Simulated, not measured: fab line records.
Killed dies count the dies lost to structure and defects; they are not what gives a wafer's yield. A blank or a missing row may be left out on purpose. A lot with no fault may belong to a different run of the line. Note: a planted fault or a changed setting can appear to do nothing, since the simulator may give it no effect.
fab line records -- flow sky130
record: lots: 13, wafers: 39, lastDay: 50
route steps=708 shown VT_ADJUST_HVTR@142 SONOS_ONO@181 GATE_OXIDE@201 PAD_OPEN@708
lots that met no fault: from a run of the same line without faults
startH: hours from the record's first day to the start of the lot's first wafer shown -- waitH: hours from the lot's prior step to this one -- " the same as in the row above -- L1.1+2: one row covering several wafers at once -- - no value present, or no start provided -- * or withheld: withheld -- < > ~ a bound
route shown NAME@n: a module of which the file shows steps, and the number in the route of the first -- usual: mean/standard deviation of fault-free wafers -- same: alike in all rows -- chamber/n: place in a boat -- sites: per-site readings -- _std_site: standard deviation across them -- _edge_site: the outer-site mean with the inner-site mean subtracted -- radiusMm: how far each site lies from the wafer's centre -- mask NAME#n: copy n -- behind: tool/chamber where the wafer was last shaped -- hold: the reason the lot was held/the length of the hold in hours/how it ended -- device: the transistor (n, p or np) that didn't switch -- end of line: the same wafers' tests at the end of the route -- for a step that has no rows: nothing shown but its recipe -- killed: dies that structure and defects cost at the first sort, which is not the same as the wafer's yield -- map: the dies of a wafer, with x for killed, . for not killed, _ for no die there
set.NAME: the run value of the setting; set.NAME@STEP: its run value at that earlier step -- model.NAME: the simulator's own value behind a step, which no gauge read
steps of the route over a sample of lots; a table a step, a row a wafer
services: the hour from which a tool's chamber was out of use, counted from the record's first day as startH (under 0 if before that day), plus the number of hours and why
== steps ==
step: SKY_VT_ADJUST_HVTR_TW_MEAS_11
usual: VT_ADJUST_HVTR_TW: 209.7/1.5
lot.wafer,tool,chamber,startH,waitH,VT_ADJUST_HVTR_TW
L963.1,filmMetro-04,-,214.35,0.1,211.4
L963.4,filmMetro-04,-,214.35,0.1,210.6
L963.6,filmMetro-04,-,214.35,0.1,211.4
L964.1,filmMetro-02,-,222.58,0.1,209.2
L964.2,filmMetro-02,-,222.58,0.1,207.9
L964.6,filmMetro-02,-,222.58,0.1,209.6
L966.1,filmMetro-02,-,233.25,0.1,208.6
L966.3,filmMetro-02,-,233.25,0.1,208.2
L966.6,filmMetro-02,-,233.25,0.1,209.4
L967.3,filmMetro-01,-,240.37,0.1,209.9
L967.4,filmMetro-01,-,240.37,0.1,208.0
L967.5,filmMetro-01,-,240.37,0.1,208.8
L969.3,filmMetro-02,-,253.52,0.1,210.9
L969.5,filmMetro-02,-,253.52,0.1,211.1
L969.6,filmMetro-02,-,253.52,0.1,209.7
L976.1,filmMetro-01,-,301.74,0.1,208.7
L976.2,filmMetro-01,-,301.74,0.1,207.9
L976.4,filmMetro-01,-,301.74,0.1,208.0
L977.2,filmMetro-02,-,308.26,0.1,208.1
L977.5,filmMetro-02,-,308.26,0.1,208.7
L977.6,filmMetro-02,-,308.26,0.1,207.9
L978.2,filmMetro-01,-,320.25,0.1,207.1
L978.4,filmMetro-01,-,320.25,0.1,206.7
L978.5,filmMetro-01,-,320.25,0.1,206.9
L979.3,filmMetro-04,-,327.15,0.1,212.0
L979.4,filmMetro-04,-,327.15,0.1,212.8
L979.5,filmMetro-04,-,327.15,0.1,212.6
L981.1,filmMetro-04,-,341.79,0.1,212.2
L981.2,filmMetro-04,-,341.79,0.1,210.1
L981.6,filmMetro-04,-,341.79,0.1,211.3
L982.1,filmMetro-04,-,348.90,0.1,212.0
L982.3,filmMetro-04,-,348.90,0.1,209.8
L982.6,filmMetro-04,-,348.90,0.1,210.0
L983.1,filmMetro-02,-,351.98,0.1,208.7
L983.3,filmMetro-02,-,351.98,0.1,208.2
L983.5,filmMetro-02,-,351.98,0.1,210.0
L985.1,filmMetro-04,-,370.54,0.1,212.2
L985.2,filmMetro-04,-,370.54,0.1,212.0
L985.5,filmMetro-04,-,370.54,0.1,211.7
step: SKY_SONOS_ONO_CD_MEAS_13
recipe: targetCdNm: 410
usual: cdNm: 410.2/2.1
lot.wafer,tool,chamber,startH,waitH,cdNm
L963.1,cdSem-01,-,290.75,0.1,412.6
L963.4,cdSem-01,-,290.75,0.1,413.9
L963.6,cdSem-01,-,290.75,0.1,410.9
L964.1,cdSem-02,-,328.00,0.1,410.6
L964.2,cdSem-02,-,328.00,0.1,408.8
L964.6,cdSem-02,-,328.00,0.1,410.3
L966.1,cdSem-02,-,328.30,0.1,412.8
L966.3,cdSem-02,-,328.30,0.1,410.8
L966.6,cdSem-02,-,328.30,0.1,410.5
L967.3,cdSem-01,-,329.69,0.1,412.7
L967.4,cdSem-01,-,329.69,0.1,410.6
L967.5,cdSem-01,-,329.69,0.1,412.3
L969.3,cdSem-02,-,336.24,0.1,410.3
L969.5,cdSem-02,-,336.24,0.1,410.2
L969.6,cdSem-02,-,336.24,0.1,410.3
L976.1,cdSem-01,-,387.20,0.1,407.6
L976.2,cdSem-01,-,387.20,0.1,406.1
L976.4,cdSem-01,-,387.20,0.1,408.3
L977.2,cdSem-02,-,396.42,0.1,412.4
L977.5,cdSem-02,-,396.42,0.1,412.0
L977.6,cdSem-02,-,396.42,0.1,410.3
L978.2,cdSem-02,-,405.56,0.1,408.7
L978.4,cdSem-02,-,405.56,0.1,408.6
L978.5,cdSem-02,-,405.56,0.1,409.0
L979.3,cdSem-02,-,414.68,0.1,409.9
L979.4,cdSem-02,-,414.68,0.1,411.1
L979.5,cdSem-02,-,414.68,0.1,409.3
L981.1,cdSem-01,-,437.80,0.1,407.6
L981.2,cdSem-01,-,437.80,0.1,404.8
L981.6,cdSem-01,-,437.80,0.1,404.2
L982.1,cdSem-01,-,440.69,0.1,410.0
L982.3,cdSem-01,-,440.69,0.1,411.0
L982.6,cdSem-01,-,440.69,0.1,409.5
L983.1,cdSem-01,-,446.94,0.1,405.8
L983.3,cdSem-01,-,446.94,0.1,407.8
L983.5,cdSem-01,-,446.94,0.1,409.2
L985.1,cdSem-02,-,465.54,0.1,409.5
L985.2,cdSem-02,-,465.54,0.1,409.1
L985.5,cdSem-02,-,465.54,0.1,408.3
step: SKY_SONOS_ONO_STRIP_17
recipe: chemistry: O2/N2, powerW: 1400, pressureMtorr: 1500, platenTempC: withheld, o2FlowSccm: 3000, n2FlowSccm: 300, overashFraction: 0.5
usual: drypumpMotorCurrentA: 5.5/0.39, o2FlowSccm: 3000/8.7, oesProductAu: 0.710/0.0046, stripTimeToEndpointS: 14.10/0.039
lot.wafer,tool,chamber,startH,waitH,drypumpMotorCurrentA,o2FlowSccm,oesProductAu,rfHoursCounterH,stripTimeToEndpointS
L963.1,plasmaAsher-01,0,291.01,0.0,5.9,3005,0.712,49,14.14
L963.4,plasmaAsher-01,1,291.01,0.0,5.2,3011,0.713,-,14.15
L963.6,plasmaAsher-01,1,291.01,0.0,5.2,3016,0.706,-,14.12
L964.1,plasmaAsher-02,0,328.26,0.0,5.2,3005,0.703,62,14.11
L964.2,plasmaAsher-02,1,328.26,0.0,5.1,3010,0.718,62,14.15
L964.6,plasmaAsher-02,1,328.26,0.0,5.1,3016,0.714,-,14.13
L966.1,plasmaAsher-01,0,328.56,0.0,5.9,2999,0.864,53,-
L966.3,plasmaAsher-01,1,328.56,0.0,5.2,3007,0.860,-,-
L966.6,plasmaAsher-01,1,328.56,0.0,5.2,3011,0.883,-,-
L967.3,plasmaAsher-04,0,329.94,0.0,6.0,3003,0.706,-,14.10
L967.4,plasmaAsher-04,1,329.94,0.0,6.0,3003,0.702,-,14.09
L967.5,plasmaAsher-04,1,329.94,0.0,6.0,3003,0.711,-,14.11
L969.3,plasmaAsher-04,1,336.50,0.0,6.0,2982,0.711,-,14.12
L969.5,plasmaAsher-04,1,336.50,0.0,6.0,2997,0.711,-,14.04
L969.6,plasmaAsher-04,0,336.50,0.0,6.0,3010,0.700,-,14.04
L976.1,plasmaAsher-04,0,387.48,0.0,6.0,3006,0.699,70,14.10
L976.2,plasmaAsher-04,1,387.48,0.0,6.0,3003,0.708,70,14.14
L976.4,plasmaAsher-04,0,387.48,0.0,6.0,2992,0.710,-,14.12
L977.2,plasmaAsher-04,1,396.68,0.0,6.0,2987,0.716,71,14.12
L977.5,plasmaAsher-04,1,396.68,0.0,6.0,3000,0.714,-,14.13
L977.6,plasmaAsher-04,0,396.68,0.0,6.0,3002,0.702,-,14.16
L978.2,plasmaAsher-04,0,405.81,0.0,6.0,2997,0.709,72,14.09
L978.4,plasmaAsher-04,0,405.81,0.0,5.9,2991,0.715,-,14.10
L978.5,plasmaAsher-04,1,405.81,0.0,6.0,3006,0.714,-,14.09
L979.3,plasmaAsher-01,0,414.95,0.0,5.8,2996,0.706,-,14.09
L979.4,plasmaAsher-01,1,414.95,0.0,5.2,2999,0.711,-,14.12
L979.5,plasmaAsher-01,1,414.95,0.0,5.2,2986,0.717,-,14.14
L981.1,plasmaAsher-01,0,438.07,0.0,5.9,2992,0.704,64,14.06
L981.2,plasmaAsher-01,1,438.07,0.0,5.2,3023,0.707,64,14.08
L981.6,plasmaAsher-01,1,438.07,0.0,5.2,3009,0.716,-,14.04
L982.1,plasmaAsher-01,1,440.97,0.0,5.2,2990,0.706,64,14.09
L982.3,plasmaAsher-01,0,440.97,0.0,5.9,3020,0.713,-,14.12
L982.6,plasmaAsher-01,1,440.97,0.0,5.2,2993,0.708,-,14.12
L983.1,plasmaAsher-01,0,447.22,0.0,5.8,3005,0.710,64,14.08
L983.3,plasmaAsher-01,1,447.22,0.0,5.2,2976,0.704,-,14.05
L983.5,plasmaAsher-01,1,447.22,0.0,5.2,2990,0.703,-,14.09
L985.1,plasmaAsher-02,1,465.89,0.0,5.1,2991,0.708,4,14.03
L985.2,plasmaAsher-02,0,465.89,0.0,5.2,2999,0.703,4,13.97
L985.5,plasmaAsher-02,0,465.89,0.0,5.2,2993,0.713,-,14.02
step: SKY_GATE_OXIDE_TW_MEAS_14
usual: GATE_OXIDE_TW: 222.9/2.2
lot.wafer,tool,chamber,startH,waitH,GATE_OXIDE_TW
L963.1,filmMetro-01,-,318.33,0.1,220.4
L963.4,filmMetro-01,-,318.33,0.1,219.9
L963.6,filmMetro-01,-,318.33,0.1,220.6
L964.1,filmMetro-04,-,355.73,0.1,225.2
L964.2,filmMetro-04,-,355.73,0.1,225.5
L964.6,filmMetro-04,-,355.73,0.1,224.9
L966.1,filmMetro-02,-,357.15,0.1,222.7
L966.3,filmMetro-02,-,357.15,0.1,223.1
L966.6,filmMetro-02,-,357.15,0.1,222.3
L967.3,filmMetro-01,-,361.10,0.1,221.1
L967.4,filmMetro-01,-,361.10,0.1,221.3
L967.5,filmMetro-01,-,361.10,0.1,220.8
L969.3,filmMetro-02,-,367.34,0.1,223.7
L969.5,filmMetro-02,-,367.34,0.1,224.1
L969.6,filmMetro-02,-,367.34,0.1,223.7
L976.1,filmMetro-01,-,418.24,0.1,221.9
L976.2,filmMetro-01,-,418.24,0.1,221.3
L976.4,filmMetro-01,-,418.24,0.1,220.7
L977.2,filmMetro-04,-,428.35,0.1,225.9
L977.5,filmMetro-04,-,428.35,0.1,225.1
L977.6,filmMetro-04,-,428.35,0.1,226.0
L978.2,filmMetro-01,-,440.29,0.1,221.4
L978.4,filmMetro-01,-,440.29,0.1,221.9
L978.5,filmMetro-01,-,440.29,0.1,221.8
L979.3,filmMetro-01,-,448.91,0.1,220.4
L979.4,filmMetro-01,-,448.91,0.1,222.7
L979.5,filmMetro-01,-,448.91,0.1,221.5
L981.1,filmMetro-04,-,470.06,0.1,224.7
L981.2,filmMetro-04,-,470.06,0.1,226.6
L981.6,filmMetro-04,-,470.06,0.1,226.2
L982.1,filmMetro-02,-,474.42,0.1,221.5
L982.3,filmMetro-02,-,474.42,0.1,222.2
L982.6,filmMetro-02,-,474.42,0.1,221.3
L983.1,filmMetro-02,-,480.41,0.1,222.7
L983.3,filmMetro-02,-,480.41,0.1,222.8
L983.5,filmMetro-02,-,480.41,0.1,223.0
L985.1,filmMetro-01,-,499.42,0.1,219.7
L985.2,filmMetro-01,-,499.42,0.1,221.3
L985.5,filmMetro-01,-,499.42,0.1,220.1
step: SKY_PAD_OPEN_PROBE_99
usual: killed_at_M0_to_M3: 43/7.4, killed_at_M4_up: 3.5/2.1, killedAtContacts: 24/5.4, killedAtFrontEnd: 15/4.7, killedAtOther: 0.2/0.44, killedDies: 85/10, killedOnRim: 17/4.2, killedOpen: 47/7.1, killedShort: 38/7
same: grossDies: 492, killedAtBackSide: 0
lot.wafer,tool,chamber,startH,waitH,killed_at_M0_to_M3,killed_at_M4_up,killedAtContacts,killedAtFrontEnd,killedAtOther,killedDies,killedOnRim,killedOpen,killedShort
L966.1,prober-02,-,1109.41,0.1,50,4,22,416,0,492,96,58,34
L966.3,prober-02,-,1109.51,0.2,57,8,27,400,0,492,96,54,54
L966.6,prober-02,-,1109.66,0.2,46,3,16,427,0,492,96,37,32
L964.1,prober-02,-,1111.60,0.1,53,3,24,15,0,95,24,58,37
L964.2,prober-02,-,1111.65,0.1,54,7,26,8,0,95,14,53,42
L964.6,prober-02,-,1111.85,0.2,49,2,23,11,0,85,18,48,37
L977.2,prober-01,-,1157.07,0.1,50,4,28,17,0,99,26,71,28
L977.5,prober-01,-,1157.22,0.2,43,1,19,12,0,75,18,38,37
L977.6,prober-01,-,1157.27,0.2,45,2,25,12,1,85,14,49,36
L979.3,prober-01,-,1167.77,0.2,40,2,25,11,0,78,12,42,36
L979.4,prober-01,-,1167.82,0.2,44,2,28,15,0,89,9,47,41
L979.5,prober-01,-,1167.87,0.2,33,2,20,16,0,71,19,37,33
L981.1,prober-01,-,1181.31,0.1,49,1,22,21,1,94,18,52,42
L981.2,prober-01,-,1181.36,0.1,37,7,28,23,1,96,16,52,44
L981.6,prober-01,-,1181.56,0.2,39,5,15,12,0,71,15,45,26
L982.1,prober-02,-,1182.53,0.1,38,5,28,8,0,79,15,42,37
L982.3,prober-02,-,1182.63,0.2,50,1,24,17,0,92,14,55,37
L982.6,prober-02,-,1182.78,0.2,41,8,19,17,0,85,15,42,43
killed by level:class
L966.1 GATE_OXIDE:areaOxidation=400 VIA3:geometricParticle:open=11 VIA1:geometricParticle:open=10 LI_CONTACT:geometricParticle:open=7 CONTACT:geometricParticle:open=7 METAL1:geometricParticle:short=7 VIA2:geometricParticle:open=7 FIELD_ISO:geometricParticle:open=6
L966.3 GATE_OXIDE:areaOxidation=384 VIA1:geometricParticle:open=17 CONTACT:geometricParticle:open=12 METAL1:geometricParticle:short=12 POLY_GATE:geometricParticle:short=6 LOCAL_INTERCONNECT:geometricParticle:short=6 CONTACT:geometricParticle:short=6 METAL4:geometricParticle:short=5
L966.6 GATE_OXIDE:areaOxidation=423 METAL2:geometricParticle:short=9 VIA1:geometricParticle:open=7 VIA2:geometricParticle:open=7 CONTACT:geometricParticle:open=6 CONTACT:geometricParticle:short=5 METAL1:geometricParticle:short=4 VIA1:geometricParticle:short=4
L964.1 VIA1:geometricParticle:open=17 CONTACT:geometricParticle:open=9 METAL1:geometricParticle:short=8 LI_CONTACT:geometricParticle:open=7 VIA3:geometricParticle:open=7 FIELD_ISO:geometricParticle:open=5 METAL2:geometricParticle:short=5 POLY_GATE:geometricParticle:open=5
L964.2 VIA1:geometricParticle:open=17 LOCAL_INTERCONNECT:geometricParticle:short=12 VIA2:geometricParticle:open=9 LI_CONTACT:geometricParticle:open=5 CONTACT:geometricParticle:open=5 VIA1:geometricParticle:short=5 METAL1:geometricParticle:short=4 METAL4:geometricParticle:short=4
L964.6 VIA1:geometricParticle:open=14 LI_CONTACT:geometricParticle:open=8 VIA3:geometricParticle:open=5 CONTACT:geometricParticle:open=5 METAL2:geometricParticle:short=5 METAL1:geometricParticle:short=5 VIA2:geometricParticle:open=5 FIELD_ISO:geometricParticle:short=4
L977.2 VIA3:geometricParticle:open=13 VIA1:geometricParticle:open=11 CONTACT:geometricParticle:open=10 VIA2:geometricParticle:open=10 LI_CONTACT:geometricParticle:open=9 CONTACT:geometricParticle:short=6 FIELD_ISO:geometricParticle:open=5 METAL1:geometricParticle:open=4
L977.5 VIA1:geometricParticle:open=12 VIA2:geometricParticle:short=7 CONTACT:geometricParticle:open=6 METAL1:geometricParticle:short=6 VIA3:geometricParticle:short=6 LI_CONTACT:geometricParticle:open=5 VIA2:geometricParticle:open=5 FIELD_ISO:geometricParticle:short=3
L977.6 VIA1:geometricParticle:open=9 LI_CONTACT:geometricParticle:open=9 CONTACT:geometricParticle:open=9 VIA2:geometricParticle:open=8 VIA3:geometricParticle:open=7 VIA1:geometricParticle:short=6 VIA3:geometricParticle:short=6 CONTACT:geometricParticle:short=3
L979.3 LI_CONTACT:geometricParticle:open=8 VIA3:geometricParticle:open=8 VIA1:geometricParticle:open=7 CONTACT:geometricParticle:short=7 CONTACT:geometricParticle:open=6 POLY_GATE:geometricParticle:open=5 VIA2:geometricParticle:open=5 VIA3:geometricParticle:short=5
L979.4 VIA1:geometricParticle:open=11 VIA3:geometricParticle:open=10 LI_CONTACT:geometricParticle:open=8 CONTACT:geometricParticle:open=6 LOCAL_INTERCONNECT:geometricParticle:short=5 CONTACT:geometricParticle:short=5 METAL3:geometricParticle:short=5 FIELD_ISO:geometricParticle:short=4
L979.5 VIA1:geometricParticle:open=10 CONTACT:geometricParticle:open=9 METAL2:geometricParticle:short=6 POLY_GATE:geometricParticle:short=5 LI_CONTACT:geometricParticle:open=4 FIELD_ISO:geometricParticle:open=3 POLY_GATE:geometricParticle:open=3 CONTACT:geometricParticle:short=3
L981.1 VIA1:geometricParticle:open=13 CONTACT:geometricParticle:open=9 FIELD_ISO:geometricParticle:short=6 METAL1:geometricParticle:open=6 POLY_GATE:geometricParticle:short=5 LOCAL_INTERCONNECT:geometricParticle:short=5 METAL1:geometricParticle:short=5 VIA1:geometricParticle:short=5
L981.2 CONTACT:geometricParticle:open=15 VIA1:geometricParticle:open=9 FIELD_ISO:geometricParticle:open=8 METAL2:geometricParticle:short=7 CONTACT:geometricParticle:short=7 VIA1:geometricParticle:short=6 VIA2:geometricParticle:open=5 FIELD_ISO:geometricParticle:short=4
L981.6 VIA1:geometricParticle:open=12 CONTACT:geometricParticle:open=8 VIA2:geometricParticle:open=6 FIELD_ISO:geometricParticle:open=5 METAL1:geometricParticle:short=5 CONTACT:geometricParticle:short=4 VIA3:geometricParticle:open=4 VIA1:geometricParticle:short=3
L982.1 VIA1:geometricParticle:open=10 CONTACT:geometricParticle:open=9 LI_CONTACT:geometricParticle:open=8 METAL1:geometricParticle:short=7 METAL1:geometricParticle:open=4 LOCAL_INTERCONNECT:geometricParticle:short=4 CONTACT:geometricParticle:short=4 METAL2:geometricParticle:short=4
L982.3 VIA1:geometricParticle:open=14 CONTACT:geometricParticle:open=13 METAL2:geometricParticle:short=11 LI_CONTACT:geometricParticle:open=5 FIELD_ISO:geometricParticle:short=4 POLY_GATE:geometricParticle:open=4 LI_CONTACT:geometricParticle:short=4 VIA1:geometricParticle:short=4
L982.6 VIA1:geometricParticle:open=11 LI_CONTACT:geometricParticle:open=8 FIELD_ISO:geometricParticle:short=7 METAL1:geometricParticle:short=7 METAL4:geometricParticle:short=7 VIA2:geometricParticle:open=6 CONTACT:geometricParticle:open=5 METAL2:geometricParticle:short=4
== services ==
tool,chamber,startH,hours,kind
plasmaAsher-02,-,270.27,10.1,repair
plasmaAsher-02,-,321.00,0.9,repair
plasmaAsher-02,-,421.25,9.0,pm
plasmaAsher-02,0,421.25,9.0,ventCycle
plasmaAsher-02,1,421.25,9.0,ventCycle
plasmaAsher-01,-,427.86,0.8,repair
plasmaAsher-02,0,430.25,-,clean
plasmaAsher-02,1,430.25,-,clean
== key ==
firstSign: step: SKY_SONOS_ONO_STRIP_17, reading: oesProductAu, direction: up, sigmas: 34, usual: 0.710, struck: 0.869
effect: step: SKY_PAD_OPEN_PROBE_99, reading: killedAtFrontEnd, direction: up, sigmas: 85, usual: 15, struck: 414
moreKillsBornAt: SKY_GATE_OXIDE_OXIDATION_01@furnace-02: 1207
metAt SKY_SONOS_ONO_STRIP_17
struckLots L966
laterRowsLeftOut L966.1,L966.3,L966.6
testerLeftOut L966
notActingAt SKY_VT_ADJUST_HVTR_TW_MEAS_11,SKY_SONOS_ONO_CD_MEAS_13,SKY_GATE_OXIDE_TW_MEAS_14
onsetBetween 291.01 328.56
fault: kind: stripAborted, tool: plasmaAsher-01, chamber: -, onsetH: 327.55, steps: SKY_SONOS_ONO_STRIP_17, offset: 0.85265, endH: 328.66
testerLeftOut: of these lots the tester's yield and bins aren't shown, on N5 and GAA mostly nor the transistor test; their killed dies are dies lost to structure and defects alone, not to doping, threshold or leakage, so they don't give the yield
laterRowsLeftOut: the simulator's readings of these wafers behind a module that went badly wrong aren't trusted and aren't shown, but for the sort
